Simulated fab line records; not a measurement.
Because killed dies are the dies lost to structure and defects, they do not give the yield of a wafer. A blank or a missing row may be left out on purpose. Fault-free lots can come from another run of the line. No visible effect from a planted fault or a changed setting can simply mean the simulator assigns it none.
A struck lot beside a sound one -- flow gf180mcu -- 14 out of 602 route steps
Sound: the wafers L291.3, L291.4, L291.5. Wafers struck: L290.1, L290.2, L290.3. The cause is named last.
At each step with rows: each side's tool, then ch and its chambers, then its first start. Under that, the readings that differ: sound wafers -- struck wafers -- difference of the means -- sigmas: that difference in standard deviations of wafers without a fault.
alike: words and numbers the same on both sides, and readings whose means are apart by under 2 such deviations; not compared: readings that were withheld, readings missing a value for some wafer, numbers with overlapping values and no deviation given by the record, and bounds like >300 which may hide the same value.
A row with sigmas, a row that says differs or no value, or rows on one side alone: a step with any of these is where the two part. When numbers do not overlap yet have no deviation, they are printed without sigmas and do not part them. A reading missing from all wafers of one side parts the sides only when that side holds two or more wafers.

first, 3 steps without rows for these wafers: GF_MVPSD_EXPOSE_04 (exposes mask MVPSD, target cd 1000 nm); GF_MVPSD_PEB_05; GF_MVPSD_DEVELOP_06 (develop time 60 s).
GF_MVPSD_OVL_MEAS_07:
  sound on overlay-01, day 8 17:26; struck on overlay-02, day 8 10:11
  alike: MVPSD_OVL
then, 2 steps without rows for these wafers: GF_MVPSD_IMPLANT_08; GF_MVPSD_IMPLANT_09.
GF_MVPSD_STRIP_10: strips in O2/N2.
  sound on plasma-asher-02 ch 0,1, day 8 17:48; struck on plasma-asher-02 ch 0,1, day 8 10:31
  alike: drypump-motor-current-A, heater-power-w, oes-product-au, strip-time-to-endpoint-s
  not compared: rf-hours-counter-h
GF_MVPSD_TW_MEAS_11:
  sound on film-metro-01, day 8 17:53; struck on film-metro-01, day 8 10:37
  alike: MVPSD_TW
then, 4 steps without rows for these wafers: GF_VT_IMPLANT_DEHYDRATE_00 (time 60 s); GF_VT_IMPLANT_HMDS_01 (prime time 60 s); GF_VT_IMPLANT_COAT_02 (resist thk 1000 nm); GF_VT_IMPLANT_SOFTBAKE_03 (time 60 s).
GF_VT_IMPLANT_EXPOSE_04: exposes mask LVPWELL LV AREA, target cd 600 nm.
  sound on iline-stepper-01 ch 0, day 9 02:09; struck on iline-stepper-01, day 8 19:22
  no value came back on the struck wafers for exposure-dose-mJ-cm2, focus-offset-nm (nm), sigma-outer; on the sound wafers exposure-dose-mJ-cm2 reads 139.76 140.06 139.96
  alike: mask
following that, these wafers have no rows for 1 step: GF_VT_IMPLANT_PEB_05.

== WHERE THEY PART ==
At GF_VT_IMPLANT_EXPOSE_04 and nowhere else, as far as this record goes.

WHY: what the simulator had put in
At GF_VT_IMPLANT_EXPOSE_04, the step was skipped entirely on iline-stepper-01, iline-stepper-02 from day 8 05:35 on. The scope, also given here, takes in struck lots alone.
